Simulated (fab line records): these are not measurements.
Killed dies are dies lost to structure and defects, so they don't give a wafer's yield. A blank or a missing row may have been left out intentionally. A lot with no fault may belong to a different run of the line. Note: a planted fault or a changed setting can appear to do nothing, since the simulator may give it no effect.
Chamber matching | flow gf180mcu | cmp-02 running GF_CONTACT_CMP_04: 4 sister chambers
The step polishes SiO2. 8 wafers are shown with their chamber, then 8 later ones without.

== WAFERS, EACH WITH ITS CHAMBER ==
wafer  | chamber | motor_current_A (A) | time_to_endpoint_s (s)
L311.6 | 0       | 11.9                | 113
L315.6 | 1       | 12.2                | 111
L317.2 | 3       | 13.0                | 113
L317.3 | 0       | 12.3                | 109
L324.1 | 3       | 13.5                | 108
L324.5 | 1       | 12.9                | 116
L324.6 | 2       | 10.2                | 110
L325.2 | 2       | 9.6                 | 106

== WAFERS MISSING THEIR CHAMBER ==
wafer  | motor_current_A (A) | time_to_endpoint_s (s)
L325.4 | 12.6                | 119
L325.6 | 9.9                 | 113
L327.1 | 12.1                | 107
L327.4 | 10.2                | 109
L327.6 | 12.5                | 116
L329.3 | 9.8                 | 106
L329.4 | 13.4                | 112
L329.6 | 13.0                | 115

== THE CHAMBER EACH PASSED THROUGH ==
wafer  | from the rows above          | in truth
L325.4 | can't be placed: 1 or 0 or 3 | 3
L325.6 | 2                            | 2
L327.1 | can't be placed: 0 or 1 or 3 | 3
L327.4 | 2                            | 2
L327.6 | can't be placed: 1 or 0 or 3 | 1
L329.3 | 2                            | 2
L329.4 | can't be placed: 3 or 1      | 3
L329.6 | can't be placed: 1 or 3 or 0 | 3
Correct placement for 3 of the 8. These rows do not allow placing 5 (true chamber among the candidates in 5). Placed wrongly: 0.
How it was worked out, from the rows above alone: a wafer's distance from a chamber is the root of the sum, over the readings, of the square of ((its reading less the chamber's mean) divided by the reading's scatter). If the next closest chamber is less than 2 further off than the closest, the wafer can't be placed; otherwise it belongs to the closest. The mean given for a chamber averages the wafers shown for that chamber. The scatter: the root of (the sum of the squares of (reading less its chamber's mean) over the shown wafers, divided by (wafers less chambers)).
